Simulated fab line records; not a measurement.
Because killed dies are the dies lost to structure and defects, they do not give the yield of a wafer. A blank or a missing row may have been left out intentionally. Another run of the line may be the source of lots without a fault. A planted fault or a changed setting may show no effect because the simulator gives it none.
fab line records | flow sky130
[record] lots = 10 | wafers = 30 | last_day = 50
route steps=708 shown METAL4@631 VIA4@641 METAL5@662 PAD_OPEN@708
lots with no fault: from the same line, run without faults
start_h: the number of hours between the record's first day and the start of the first shown wafer of the lot | wait_h: hours since the lot's step before | " same as the row above | L1.1+2: a single row standing in for several wafers | - value missing, or start not given | * or withheld: withheld | < > ~ a bound
route shown NAME@n: a module of which the file shows steps, and the number in the route of the first | usual: mean and standard deviation over wafers with no fault | same: alike in all rows | chamber/n: place in a boat | sites: per-site readings | _std_site: standard deviation of those values | _edge_site: inner sites' mean taken away from outer sites' mean | radius_mm: how far each site lies from the wafer's centre | mask NAME#n: copy n | behind: the most recent tool/chamber to have shaped the wafer | hold: reason for holding the lot/hours on hold/outcome of the hold | device: the n, p or np transistor that did not switch | end of line: at the end of the route, the tests of the same wafers | where a step has no rows: the recipe by itself | killed: count of dies lost to structure and defects at first sort (not the wafer's yield) | map: dies across one wafer; x = killed, . = not, _ = none there
set.NAME: the run value of the setting; set.NAME@STEP: its run value at that earlier step | model.NAME: the simulator's own value behind a step, which no gauge read
one table for each step of the route and one row for each wafer, over a sample of lots
services: when a tool's chamber went out of use (start_h, in hours from the record's first day, below 0 if earlier), for how many hours, and the reason
[[steps]]
[step SKY_METAL4_DESCUM_15]
[recipe] chemistry = O2 | source_power_w = 150 | bias_power_w = 0 | pressure_mtorr = 10 | temp_c = 40 | time_s = 8
[usual] drypump_motor_current_A = 5.7/0.45 | oes_product_au = 1.005/0.018
lot.wafer | tool         | chamber | start_h | wait_h | drypump_motor_current_A | oes_product_au | rf_hours_counter_h
L210.2    | rie_metal-04 | 0       | 1000.37 | 0.0    | 6.1                     | 1.002          | 18
L210.3    | "            | 0       | "       | "      | 6.0                     | 1.004          | -
L210.4    | "            | 1       | "       | "      | 5.9                     | 1.018          | -
L213.3    | rie_metal-03 | 1       | 1000.89 | 0.0    | 5.3                     | 1.006          | -
L213.5    | "            | 0       | "       | "      | 5.0                     | 0.953          | -
L213.6    | "            | 1       | "       | "      | 5.3                     | 1.008          | -
L214.1    | rie_metal-01 | 1       | 1008.32 | 0.0    | 6.3                     | 1.023          | 11
L214.2    | "            | 1       | "       | "      | 6.3                     | 1.025          | -
L214.3    | "            | 1       | "       | "      | 6.3                     | 1.022          | -
L215.1    | rie_metal-01 | 0       | 1016.67 | 0.0    | 5.9                     | 1.000          | 3
L215.3    | "            | 1       | "       | "      | 6.2                     | 1.026          | -
L215.6    | "            | 1       | "       | "      | 6.3                     | 1.021          | -
L216.3    | rie_metal-04 | 0       | 1023.11 | 0.0    | 6.1                     | 1.002          | -
L216.4    | "            | 1       | "       | "      | 5.9                     | 1.023          | -
L216.6    | "            | 0       | "       | "      | 6.1                     | 1.007          | -
L219.4    | rie_metal-01 | 1       | 1045.61 | 0.0    | 6.3                     | 1.025          | -
L219.5    | "            | 0       | "       | "      | 5.9                     | 0.999          | -
L219.6    | "            | 1       | "       | "      | 6.2                     | 1.027          | -
L225.1    | rie_metal-04 | 1       | 1078.83 | 0.0    | 5.9                     | 1.030          | 10
L225.3    | "            | 1       | "       | "      | 5.9                     | 1.015          | -
L225.4    | "            | 0       | "       | "      | 6.1                     | 1.012          | -
L229.1    | rie_metal-01 | 1       | 1115.48 | 0.0    | 6.3                     | 1.023          | 18
L229.3    | "            | 1       | "       | "      | 6.3                     | 1.034          | -
L229.5    | "            | 1       | "       | "      | 6.3                     | 1.028          | -
L230.2    | rie_metal-01 | 1       | 1118.13 | 0.0    | 6.3                     | 1.017          | 19
L230.4    | "            | 0       | "       | "      | 5.9                     | 1.008          | -
L230.6    | "            | 1       | "       | "      | 6.3                     | 1.020          | -
L227.1    | rie_metal-01 | 1       | 1118.48 | 0.0    | 6.2                     | 1.031          | 19
L227.2    | "            | 0       | "       | "      | 5.9                     | 1.009          | 10
L227.3    | "            | 0       | "       | "      | 5.9                     | 1.009          | -
[step SKY_VIA4_CMP_02]
[recipe] material = SiO2 | down_force_psi = 4 | platen_rpm = 60 | pad_velocity_m_s = 0.94248
[usual] motor_current_A = 12.3/1.1 | slurry_flow_ml_min = 150.0/0.49
lot.wafer | tool   | chamber | start_h | wait_h | motor_current_A | slurry_flow_ml_min
L210.2    | cmp-02 | 0       | 1001.58 | 0.1    | 12.6            | 149.7
L210.3    | "      | 1       | "       | "      | 12.2            | 150.4
L210.4    | "      | 2       | "       | "      | 11.0            | 149.1
L213.3    | cmp-01 | 0       | 1002.19 | 0.2    | 13.8            | 150.6
L213.6    | "      | 1       | "       | "      | 13.1            | 150.7
L213.5    | "      | 2       | "       | "      | 10.9            | 149.3
L214.3    | cmp-02 | 0       | 1009.65 | 0.0    | 12.8            | 150.6
L214.1    | "      | 1       | "       | "      | 12.0            | 150.5
L214.2    | "      | 2       | "       | "      | 11.2            | 149.8
L215.3    | cmp-01 | 3       | 1017.88 | 0.1    | 12.1            | 150.2
L215.1    | "      | 1       | "       | "      | 13.9            | 150.8
L215.6    | "      | 3       | "       | "      | 11.4            | 149.9
L216.3    | cmp-02 | 3       | 1024.36 | 0.1    | 11.7            | 151.1
L216.4    | "      | 0       | "       | "      | 12.3            | 150.2
L216.6    | "      | 2       | "       | "      | 11.3            | 149.8
L219.4    | cmp-01 | 0       | 1048.22 | 1.4    | 14.4            | 150.7
L219.5    | "      | 3       | "       | "      | 11.2            | 150.2
L219.6    | "      | 0       | "       | "      | 14.5            | 150.0
L225.3    | cmp-01 | 1       | 1080.05 | 0.0    | 13.3            | 149.7
L225.4    | "      | 2       | "       | "      | 11.3            | 149.9
L225.1    | "      | 0       | "       | "      | 14.4            | 149.7
L229.1    | cmp-01 | 1       | 1116.69 | 0.1    | 13.6            | 149.8
L229.3    | "      | 3       | "       | "      | 12.2            | 149.5
L229.5    | "      | 0       | "       | "      | 14.4            | 150.1
L230.2    | cmp-02 | 1       | 1119.61 | 0.3    | 12.4            | 150.3
L230.4    | "      | 2       | "       | "      | 11.0            | 150.1
L230.6    | "      | 2       | "       | "      | 11.1            | 150.2
L227.2    | cmp-02 | 3       | 1119.97 | 0.0    | 11.8            | 149.6
L227.3    | "      | 0       | "       | "      | 12.2            | 150.4
L227.1    | "      | 1       | "       | "      | 12.6            | 150.3
[step SKY_VIA4_CVD_18]
[recipe] material = W | target_thk_nm = 505 | time_s = 152.14 | temp_c = 400 | pressure_torr = 40
[usual] heater_power_w = 855/160
lot.wafer | tool     | chamber | start_h | wait_h | heater_power_w
L210.2    | cvd_w-02 | 1       | 1026.33 | 0.1    | 1013
L210.3    | "        | 1       | "       | "      | 1046
L210.4    | "        | 0       | "       | "      | 729
L213.3    | cvd_w-01 | 1       | 1026.43 | 0.1    | 902
L213.5    | "        | 1       | "       | "      | 898
L213.6    | "        | 0       | "       | "      | 711
L213.3    | cvd_w-01 | 1       | 1026.75 | 0.3    | 912
L213.5    | "        | 1       | "       | "      | 895
L213.6    | "        | 0       | "       | "      | 707
L214.1    | cvd_w-02 | 1       | 1033.43 | 0.0    | 1042
L214.2    | "        | 0       | "       | "      | 710
L214.3    | "        | 1       | "       | "      | 1036
L215.1    | cvd_w-02 | 1       | 1040.13 | 0.0    | 1049
L215.3    | "        | 0       | "       | "      | 700
L215.6    | "        | 0       | "       | "      | 700
L215.1    | cvd_w-02 | 1       | 1040.45 | 0.3    | 1054
L215.3    | "        | 0       | "       | "      | 710
L215.6    | "        | 0       | "       | "      | 702
L216.3    | cvd_w-02 | 0       | 1047.33 | 0.1    | 729
L216.4    | "        | 1       | "       | "      | 1036
L216.6    | "        | 0       | "       | "      | 702
L216.3    | cvd_w-02 | 0       | 1047.65 | 0.3    | 702
L216.4    | "        | 1       | "       | "      | 1022
L216.6    | "        | 0       | "       | "      | 693
L219.4    | cvd_w-02 | 0       | 1070.69 | 0.1    | 710
L219.5    | "        | 0       | "       | "      | 706
L219.6    | "        | 1       | "       | "      | 1047
L225.1    | cvd_w-01 | 1       | 1101.87 | 0.0    | 910
L225.3    | "        | 0       | "       | "      | 703
L225.4    | "        | 1       | "       | "      | 934
L229.1    | cvd_w-02 | 0       | 1136.93 | 0.0    | 712
L229.3    | "        | 1       | "       | "      | 1058
L229.5    | "        | 1       | "       | "      | 1051
L230.2    | cvd_w-02 | 0       | 1140.12 | 0.0    | 714
L230.4    | "        | 1       | "       | "      | 1037
L230.6    | "        | 0       | "       | "      | 723
L227.1    | cvd_w-01 | 0       | 1141.13 | 0.0    | 693
L227.2    | "        | 1       | "       | "      | 912
L227.3    | "        | 0       | "       | "      | 700
[step SKY_VIA4_RS_MEAS_19]
[recipe] thk_meas_gauge = four-point-probe | reads = W_of_VIA4_CVD_18+TiN_of_VIA4_SPUTTER_17
[usual] VIA4_W_RS = 0.229/0.0031
lot.wafer | tool          | chamber | start_h | wait_h | VIA4_W_RS[ohm/sq]
L210.2    | film_metro-02 | -       | 1026.58 | 0.2    | 0.232
L210.3    | "             | -       | "       | "      | 0.234
L210.4    | "             | -       | "       | "      | 0.232
L213.3    | film_metro-01 | -       | 1026.89 | 0.1    | 0.112
L213.5    | "             | -       | "       | "      | 0.112
L213.6    | "             | -       | "       | "      | 0.113
L214.1    | film_metro-03 | -       | 1033.59 | 0.1    | 0.232
L214.2    | "             | -       | "       | "      | 0.233
L214.3    | "             | -       | "       | "      | 0.232
L215.1    | film_metro-01 | -       | 1040.60 | 0.1    | 0.113
L215.3    | "             | -       | "       | "      | 0.114
L215.6    | "             | -       | "       | "      | 0.114
L216.3    | film_metro-02 | -       | 1047.79 | 0.1    | 0.115
L216.4    | "             | -       | "       | "      | 0.115
L216.6    | "             | -       | "       | "      | 0.114
L219.4    | film_metro-03 | -       | 1070.85 | 0.1    | 0.235
L219.5    | "             | -       | "       | "      | 0.234
L219.6    | "             | -       | "       | "      | 0.233
L225.1    | film_metro-02 | -       | 1102.02 | 0.1    | 0.225
L225.3    | "             | -       | "       | "      | 0.220
L225.4    | "             | -       | "       | "      | 0.224
L229.1    | film_metro-01 | -       | 1137.08 | 0.1    | 0.231
L229.3    | "             | -       | "       | "      | 0.234
L229.5    | "             | -       | "       | "      | 0.233
L230.2    | film_metro-01 | -       | 1140.29 | 0.1    | 0.226
L230.4    | "             | -       | "       | "      | 0.227
L230.6    | "             | -       | "       | "      | 0.228
L227.1    | film_metro-03 | -       | 1141.29 | 0.1    | 0.231
L227.2    | "             | -       | "       | "      | 0.228
L227.3    | "             | -       | "       | "      | 0.231
[step SKY_VIA4_THK_MEAS_20]
[recipe] thk_meas_gauge = xrf | reads = W_of_VIA4_CVD_18
[usual] VIA4_W_THK = 515/9.7
lot.wafer | tool          | chamber | start_h | wait_h | VIA4_W_THK[nm]
L210.2    | film_metro-02 | -       | 1026.69 | 0.1    | 516
L210.3    | "             | -       | "       | "      | 511
L210.4    | "             | -       | "       | "      | 509
L213.3    | film_metro-01 | -       | 1026.99 | 0.1    | -
L213.5    | "             | -       | "       | "      | -
L213.6    | "             | -       | "       | "      | -
L214.1    | film_metro-03 | -       | 1033.71 | 0.1    | 502
L214.2    | "             | -       | "       | "      | 500
L214.3    | "             | -       | "       | "      | 499
L215.1    | film_metro-01 | -       | 1040.84 | 0.2    | -
L215.3    | "             | -       | "       | "      | -
L215.6    | "             | -       | "       | "      | -
L216.3    | film_metro-02 | -       | 1047.89 | 0.1    | -
L216.4    | "             | -       | "       | "      | -
L216.6    | "             | -       | "       | "      | -
L219.4    | film_metro-03 | -       | 1070.94 | 0.1    | 496
L219.5    | "             | -       | "       | "      | 498
L219.6    | "             | -       | "       | "      | 499
L225.1    | film_metro-02 | -       | 1102.14 | 0.1    | 530
L225.3    | "             | -       | "       | "      | 542
L225.4    | "             | -       | "       | "      | 534
L229.1    | film_metro-01 | -       | 1137.20 | 0.1    | 510
L229.3    | "             | -       | "       | "      | 505
L229.5    | "             | -       | "       | "      | 506
L230.2    | film_metro-01 | -       | 1140.40 | 0.1    | 521
L230.4    | "             | -       | "       | "      | 518
L230.6    | "             | -       | "       | "      | 521
L227.1    | film_metro-03 | -       | 1141.41 | 0.1    | 507
L227.2    | "             | -       | "       | "      | 510
L227.3    | "             | -       | "       | "      | 503
[step SKY_VIA4_CMP_21]
[recipe] stop_on = SiO2 | t_overpolish_s = 25 | down_force_psi = 3.5 | platen_rpm = 61.14 | target_thk_nm = 0 | pad_velocity_m_s = 0.94248
[usual] motor_current_A = 11.2/0.95 | overpolish_run_s = 24.999/0.01 | slurry_flow_ml_min = 150.0/0.46 | time_to_endpoint_s = 117/4.7
lot.wafer | tool   | chamber | start_h | wait_h | motor_current_A | overpolish_run_s | slurry_flow_ml_min | time_to_endpoint_s
L210.3    | cmp-02 | 2       | 1027.11 | 0.4    | 10.7            | 24.998           | 149.2              | 123
L210.4    | "      | 0       | "       | "      | 11.5            | 24.988           | 150.6              | 117
L210.2    | "      | 1       | "       | "      | 11.0            | 24.996           | 150.0              | 117
L213.3    | cmp-02 | 0       | 1027.41 | 0.4    | 10.7            | 24.997           | 149.5              | 250
L213.6    | "      | 0       | "       | "      | 11.7            | 25.003           | 150.4              | 254
L213.5    | "      | 1       | "       | "      | 11.5            | 24.996           | 149.6              | 244
L214.2    | cmp-02 | 0       | 1033.77 | 0.0    | 11.4            | 25.006           | 150.1              | 121
L214.1    | "      | 1       | "       | "      | 10.9            | 25.021           | 150.7              | 118
L214.3    | "      | 3       | "       | "      | 11.2            | 24.982           | 150.0              | 117
L215.3    | cmp-01 | 3       | 1046.72 | 5.8    | 10.6            | 24.989           | 149.4              | 229
L215.1    | "      | 1       | "       | "      | 12.6            | 24.996           | 150.0              | 229
L215.6    | "      | 3       | "       | "      | 10.2            | 24.999           | 150.4              | 231
L216.4    | cmp-01 | 1       | 1048.47 | 0.6    | 13.1            | 24.992           | 150.0              | 218
L216.3    | "      | 3       | "       | "      | 10.8            | 24.997           | 150.5              | 220
L216.6    | "      | 1       | "       | "      | 12.6            | 25.001           | 150.3              | 224
L219.4    | cmp-01 | 0       | 1071.20 | 0.2    | 13.5            | 25.001           | 149.7              | 113
L219.5    | "      | 2       | "       | "      | 10.5            | 25.010           | 150.8              | 113
L219.6    | "      | 3       | "       | "      | 10.5            | 25.000           | 149.1              | 117
L225.3    | cmp-01 | 1       | 1102.20 | 0.0    | 13.1            | 24.991           | 150.2              | 116
L225.1    | "      | 2       | "       | "      | 10.2            | 25.005           | 149.9              | 122
L225.4    | "      | 3       | "       | "      | 11.1            | 24.996           | 149.8              | 120
L229.1    | cmp-01 | 1       | 1137.36 | 0.1    | 11.4            | 25.002           | 150.7              | 108
L229.3    | "      | 2       | "       | "      | 10.4            | 24.997           | 150.1              | 108
L229.5    | "      | 0       | "       | "      | 13.3            | 24.987           | 150.3              | 109
L230.2    | cmp-02 | 0       | 1141.27 | 0.9    | 11.8            | 25.002           | 150.7              | 120
L230.4    | "      | 1       | "       | "      | 11.2            | 24.998           | 149.9              | 112
L230.6    | "      | 0       | "       | "      | 11.1            | 25.004           | 150.2              | 118
L227.3    | cmp-02 | 1       | 1142.17 | 0.7    | 10.9            | 25.018           | 149.5              | 113
L227.1    | "      | 2       | "       | "      | 9.8             | 25.015           | 149.8              | 119
L227.2    | "      | 0       | "       | "      | 12.4            | 24.999           | 150.0              | 116
[step SKY_METAL5_SPUTTER_01]
[recipe] material = TiN | target_thk_nm = 20 | power_w = 6500 | time_s = 16.7 | chamber_pressure_pa = 0.4
[usual] throttle_valve_pct = 30.0/0.89
lot.wafer | tool           | chamber | start_h | wait_h | throttle_valve_pct
L210.2    | pvd_sputter-02 | -       | 1027.44 | 0.0    | 31.2
L210.3    | "              | -       | "       | "      | 30.4
L210.4    | "              | -       | "       | "      | 30.1
L213.3    | pvd_sputter-03 | -       | 1027.74 | 0.0    | 29.9
L213.5    | "              | -       | "       | "      | 29.9
L213.6    | "              | -       | "       | "      | 30.7
L214.1    | pvd_sputter-04 | -       | 1034.09 | 0.0    | 28.5
L214.2    | "              | -       | "       | "      | 29.8
L214.3    | "              | -       | "       | "      | 31.1
L215.1    | pvd_sputter-04 | -       | 1046.99 | 0.0    | 28.2
L215.3    | "              | -       | "       | "      | 29.7
L215.6    | "              | -       | "       | "      | 28.2
L216.3    | pvd_sputter-04 | -       | 1048.79 | 0.0    | 30.0
L216.4    | "              | -       | "       | "      | 29.6
L216.6    | "              | -       | "       | "      | 30.1
L219.4    | pvd_sputter-04 | -       | 1071.43 | 0.0    | 31.2
L219.5    | "              | -       | "       | "      | 29.9
L219.6    | "              | -       | "       | "      | 28.2
L225.1    | pvd_sputter-02 | -       | 1102.52 | 0.0    | 31.2
L225.3    | "              | -       | "       | "      | 30.0
L225.4    | "              | -       | "       | "      | 30.3
L229.1    | pvd_sputter-03 | -       | 1137.58 | 0.0    | 30.4
L229.3    | "              | -       | "       | "      | 30.2
L229.5    | "              | -       | "       | "      | 29.9
L230.2    | pvd_sputter-04 | -       | 1141.59 | 0.0    | 28.1
L230.4    | "              | -       | "       | "      | 30.2
L230.6    | "              | -       | "       | "      | 29.4
L227.1    | pvd_sputter-02 | -       | 1142.49 | 0.0    | 30.6
L227.2    | "              | -       | "       | "      | 31.0
L227.3    | "              | -       | "       | "      | 30.1
[step SKY_PAD_OPEN_PROBE_99]
[usual] defect_limited_yield = 82.2/1.8 | killed_at_M0_to_M3 = 44/6.9 | killed_at_M4_up = 3.3/2 | killed_at_contacts = 25/5.4 | killed_at_front_end = 16/4.6 | killed_at_other = 0.2/0.51 | killed_dies = 88/8.9 | killed_open = 48/6.8 | killed_short = 39/5.8 | sort_bin_3_pad_short = 0.8/0.44 | sort_bin_5_function = 10.6/1.4 | sort_bin_6_memory = 6.4/1.1 | sort_n_pass = 404/8.9 | sort_yield_pct = 82.2/1.8
[same] gross_dies = 492 | killed_at_back_side = 0 | sort_bin_4_leakage[%] = 0 | sort_bin_8_speed[%] = 0
lot.wafer | tool      | chamber | start_h | wait_h | defect_limited_yield[%] | killed_at_M0_to_M3 | killed_at_M4_up | killed_at_contacts | killed_at_front_end | killed_at_other | killed_dies | killed_open | killed_short | sort_bin_3_pad_short[%] | sort_bin_5_function[%] | sort_bin_6_memory[%] | sort_n_pass | sort_yield_pct[%]
L213.3    | prober-01 | -       | 1096.06 | 0.2    | 83.3                    | 34                 | 3               | 27                 | 18                  | 0               | 82          | 37          | 45           | 0                       | 10.8                   | 5.9                  | 410         | 83.3
L213.5    | prober-01 | -       | 1096.16 | 0.2    | 83.9                    | 36                 | 7               | 25                 | 11                  | 0               | 79          | 37          | 41           | 0.4                     | 11.4                   | 4.3                  | 413         | 83.9
L213.6    | prober-01 | -       | 1096.21 | 0.2    | 80.7                    | 46                 | 3               | 25                 | 21                  | 0               | 95          | 50          | 45           | 1.6                     | 10.6                   | 7.1                  | 397         | 80.7
L215.1    | prober-01 | -       | 1113.57 | 0.1    | 80.5                    | 43                 | 4               | 23                 | 25                  | 1               | 96          | 62          | 33           | 0.2                     | 13.8                   | 5.5                  | 396         | 80.5
L215.3    | prober-01 | -       | 1113.67 | 0.2    | 81.5                    | 53                 | 1               | 22                 | 14                  | 1               | 91          | 45          | 45           | 1.4                     | 8.9                    | 8.1                  | 401         | 81.5
L215.6    | prober-01 | -       | 1113.82 | 0.2    | 82.1                    | 42                 | 5               | 20                 | 21                  | 0               | 88          | 54          | 34           | 0.6                     | 11.0                   | 6.3                  | 404         | 82.1
L216.3    | prober-02 | -       | 1114.79 | 0.2    | 80.5                    | 62                 | 3               | 19                 | 12                  | 0               | 96          | 59          | 36           | 1.0                     | 11.0                   | 7.5                  | 396         | 80.5
L216.4    | prober-02 | -       | 1114.84 | 0.2    | 78.7                    | 53                 | 6               | 30                 | 15                  | 1               | 105         | 56          | 48           | 1.2                     | 12.8                   | 7.3                  | 387         | 78.7
L216.6    | prober-02 | -       | 1114.94 | 0.2    | 82.1                    | 40                 | 2               | 29                 | 17                  | 0               | 88          | 48          | 40           | 0.6                     | 9.8                    | 7.5                  | 404         | 82.1
L225.1    | prober-01 | -       | 1163.39 | 0.1    | 81.1                    | 43                 | 3               | 24                 | 23                  | 0               | 93          | 49          | 44           | 1.0                     | 11.0                   | 6.9                  | 399         | 81.1
L225.3    | prober-01 | -       | 1163.49 | 0.2    | 81.3                    | 46                 | 3               | 20                 | 22                  | 1               | 92          | 44          | 48           | 1.0                     | 11.0                   | 6.7                  | 400         | 81.3
L225.4    | prober-01 | -       | 1163.54 | 0.2    | 86.0                    | 40                 | 1               | 12                 | 16                  | 0               | 69          | 35          | 34           | 0.6                     | 9.1                    | 4.3                  | 423         | 86.0
L230.2    | prober-01 | -       | 1196.83 | 0.1    | 82.5                    | 43                 | 2               | 28                 | 13                  | 0               | 86          | 46          | 40           | 0.8                     | 9.3                    | 7.3                  | 406         | 82.5
L230.4    | prober-01 | -       | 1196.93 | 0.2    | 82.5                    | 44                 | 5               | 23                 | 14                  | 0               | 86          | 55          | 31           | 0.2                     | 9.6                    | 7.7                  | 406         | 82.5
L230.6    | prober-01 | -       | 1197.03 | 0.2    | 83.1                    | 35                 | 1               | 29                 | 17                  | 1               | 83          | 42          | 41           | 0.8                     | 8.5                    | 7.5                  | 409         | 83.1
L227.1    | prober-02 | -       | 1198.28 | 0.1    | 84.8                    | 33                 | 1               | 23                 | 18                  | 0               | 75          | 45          | 30           | 1.4                     | 8.5                    | 5.3                  | 417         | 84.8
L227.2    | prober-02 | -       | 1198.33 | 0.1    | 83.9                    | 42                 | 5               | 14                 | 18                  | 0               | 79          | 41          | 38           | 1.0                     | 9.3                    | 5.7                  | 413         | 83.9
L227.3    | prober-02 | -       | 1198.38 | 0.2    | 82.7                    | 43                 | 3               | 22                 | 17                  | 0               | 85          | 43          | 42           | 1.0                     | 10.8                   | 5.5                  | 407         | 82.7
// killed by level:class
L213.3 CONTACT:geometric_particle:short=9 CONTACT:geometric_particle:open=6 POLY_GATE:geometric_particle:short=5 POLY_GATE:geometric_particle:open=5 LOCAL_INTERCONNECT:geometric_particle:short=5 VIA1:geometric_particle:open=5 LI_CONTACT:geometric_particle:open=4 VIA1:geometric_particle:short=4
L213.5 LOCAL_INTERCONNECT:geometric_particle:short=8 CONTACT:geometric_particle:open=7 VIA1:geometric_particle:open=7 VIA2:geometric_particle:short=6 LI_CONTACT:geometric_particle:open=5 VIA2:geometric_particle:open=5 METAL2:geometric_particle:short=5 VIA3:geometric_particle:short=5
L213.6 VIA1:geometric_particle:open=10 CONTACT:geometric_particle:open=9 LOCAL_INTERCONNECT:geometric_particle:short=7 METAL1:geometric_particle:short=7 POLY_GATE:geometric_particle:open=6 LI_CONTACT:geometric_particle:open=6 VIA2:geometric_particle:open=6 FIELD_ISO:geometric_particle:open=5
L215.1 CONTACT:geometric_particle:open=13 VIA3:geometric_particle:open=12 POLY_GATE:geometric_particle:short=8 VIA1:geometric_particle:open=8 VIA2:geometric_particle:open=7 LI_CONTACT:geometric_particle:open=5 METAL1:geometric_particle:short=5 FIELD_ISO:geometric_particle:open=4
L215.3 VIA2:geometric_particle:open=8 VIA3:geometric_particle:open=8 CONTACT:geometric_particle:open=7 VIA1:geometric_particle:open=7 METAL2:geometric_particle:short=7 LI_CONTACT:geometric_particle:short=6 METAL1:geometric_particle:short=6 LOCAL_INTERCONNECT:geometric_particle:short=4
L215.6 VIA1:geometric_particle:open=13 CONTACT:geometric_particle:open=8 VIA2:geometric_particle:open=8 METAL1:geometric_particle:short=7 VIA3:geometric_particle:open=7 POLY_GATE:geometric_particle:open=5 FIELD_ISO:geometric_particle:open=4 LI_CONTACT:geometric_particle:open=4
L216.3 VIA1:geometric_particle:open=22 VIA2:geometric_particle:open=9 CONTACT:geometric_particle:open=8 METAL1:geometric_particle:short=6 VIA3:geometric_particle:short=5 VIA1:geometric_particle:short=4 VIA3:geometric_particle:open=4 FIELD_ISO:geometric_particle:open=3
L216.4 VIA1:geometric_particle:open=14 VIA2:geometric_particle:open=9 CONTACT:geometric_particle:open=8 CONTACT:geometric_particle:short=7 LOCAL_INTERCONNECT:geometric_particle:short=7 METAL1:geometric_particle:short=7 FIELD_ISO:geometric_particle:open=6 METAL4:geometric_particle:short=6
L216.6 VIA1:geometric_particle:open=11 LI_CONTACT:geometric_particle:open=7 CONTACT:geometric_particle:open=7 CONTACT:geometric_particle:short=6 VIA1:geometric_particle:short=6 FIELD_ISO:geometric_particle:short=5 FIELD_ISO:geometric_particle:open=5 METAL1:geometric_particle:short=5
L225.1 VIA1:geometric_particle:open=12 POLY_GATE:geometric_particle:short=10 VIA3:geometric_particle:open=8 CONTACT:geometric_particle:open=7 VIA2:geometric_particle:open=7 LI_CONTACT:geometric_particle:open=6 FIELD_ISO:geometric_particle:open=5 LI_CONTACT:geometric_particle:short=5
L225.3 VIA1:geometric_particle:open=11 POLY_GATE:geometric_particle:short=10 VIA2:geometric_particle:open=10 CONTACT:geometric_particle:short=6 CONTACT:geometric_particle:open=5 METAL2:geometric_particle:short=5 LOCAL_INTERCONNECT:geometric_particle:short=4 VIA2:geometric_particle:short=4
L225.4 VIA1:geometric_particle:open=11 METAL2:geometric_particle:short=6 FIELD_ISO:geometric_particle:short=5 CONTACT:geometric_particle:open=5 METAL1:geometric_particle:short=5 FIELD_ISO:geometric_particle:open=4 LI_CONTACT:geometric_particle:open=4 VIA1:geometric_particle:short=4
L230.2 VIA1:geometric_particle:open=8 LI_CONTACT:geometric_particle:open=7 VIA2:geometric_particle:open=7 METAL1:geometric_particle:short=6 LI_CONTACT:geometric_particle:short=5 CONTACT:geometric_particle:open=5 VIA3:geometric_particle:open=4 LOCAL_INTERCONNECT:geometric_particle:short=4
L230.4 VIA1:geometric_particle:open=13 CONTACT:geometric_particle:open=10 VIA3:geometric_particle:open=7 METAL2:geometric_particle:short=6 VIA2:geometric_particle:open=6 LI_CONTACT:geometric_particle:open=5 METAL1:geometric_particle:short=5 FIELD_ISO:geometric_particle:short=3
L230.6 CONTACT:geometric_particle:open=10 VIA1:geometric_particle:open=9 LOCAL_INTERCONNECT:geometric_particle:short=6 LI_CONTACT:geometric_particle:open=6 VIA2:geometric_particle:open=5 METAL2:geometric_particle:short=5 FIELD_ISO:geometric_particle:open=4 POLY_GATE:geometric_particle:short=4
L227.1 LI_CONTACT:geometric_particle:open=9 VIA1:geometric_particle:open=7 FIELD_ISO:geometric_particle:open=6 POLY_GATE:geometric_particle:short=6 VIA3:geometric_particle:open=6 CONTACT:geometric_particle:open=6 METAL1:geometric_particle:short=4 LOCAL_INTERCONNECT:geometric_particle:short=4
L227.2 VIA1:geometric_particle:open=10 VIA3:geometric_particle:open=9 POLY_GATE:geometric_particle:short=5 LI_CONTACT:geometric_particle:open=5 METAL1:geometric_particle:short=5 METAL2:geometric_particle:short=5 FIELD_ISO:geometric_particle:short=4 FIELD_ISO:geometric_particle:open=4
L227.3 LI_CONTACT:geometric_particle:open=8 VIA2:geometric_particle:short=8 CONTACT:geometric_particle:open=7 VIA1:geometric_particle:short=6 VIA1:geometric_particle:open=6 METAL1:geometric_particle:open=5 METAL1:geometric_particle:short=5 FIELD_ISO:geometric_particle:open=4
[[services]]
tool           | chamber | start_h | hours | kind
rie_metal-04   | -       | 981.00  | 0.5   | repair
pvd_sputter-03 | -       | 988.25  | 3.6   | repair
pvd_sputter-02 | -       | 989.07  | 8.4   | repair
pvd_sputter-04 | 0       | 989.63  | -     | consumable_replace:kit
pvd_sputter-04 | 0       | 989.63  | 18.0  | scheduled_down
pvd_sputter-04 | 0       | 989.63  | 18.0  | vent_cycle
rie_metal-01   | 0       | 996.18  | 1.5   | repair
rie_metal-01   | 0       | 1008.00 | 4.2   | repair
cmp-02         | -       | 1011.90 | 4.4   | pm
cmp-01         | -       | 1024.91 | 10.5  | repair
cmp-02         | -       | 1035.63 | 11.4  | pm
cmp-01         | -       | 1036.16 | 7.5   | repair
cmp-01         | -       | 1036.56 | 5.1   | repair
rie_metal-04   | 1       | 1041.60 | 2.9   | repair
pvd_sputter-04 | -       | 1044.65 | 2.2   | repair
cvd_w-02       | -       | 1067.06 | 2.4   | repair
pvd_sputter-02 | -       | 1067.07 | 2.8   | repair
pvd_sputter-04 | 3       | 1069.95 | -     | consumable_replace:kit
pvd_sputter-03 | -       | 1074.06 | 7.4   | repair
pvd_sputter-03 | -       | 1080.23 | 2.0   | repair
cmp-02         | -       | 1084.03 | 4.0   | pm
cmp-02         | -       | 1088.03 | -     | consumable_replace:conditioner
cmp-02         | -       | 1088.03 | -     | consumable_replace:pad
cmp-01         | -       | 1138.78 | 6.7   | pm
[[key]]
[first_sign] step = SKY_VIA4_CVD_18 | reading = visit | direction = added
[effect] step = SKY_VIA4_RS_MEAS_19 | reading = VIA4_W_RS | direction = down | sigmas = 37 | usual = 0.229 | struck = 0.114
[effect] step = SKY_VIA4_THK_MEAS_20 | reading = VIA4_W_THK | direction = missing
[effect] step = SKY_VIA4_CMP_21 | reading = time_to_endpoint_s | direction = up | sigmas = 25 | usual = * | struck = *
met_at SKY_VIA4_CVD_18
struck_lots L213,L215,L216
not_acting_at SKY_METAL4_DESCUM_15,SKY_VIA4_CMP_02,SKY_METAL5_SPUTTER_01
[fault] kind = repeated_step_whole | tool = cvd_w-01,cvd_w-02 | chamber = - | onset_h = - | steps = SKY_VIA4_CVD_18 | times = 1 | scope = struck_lots_only
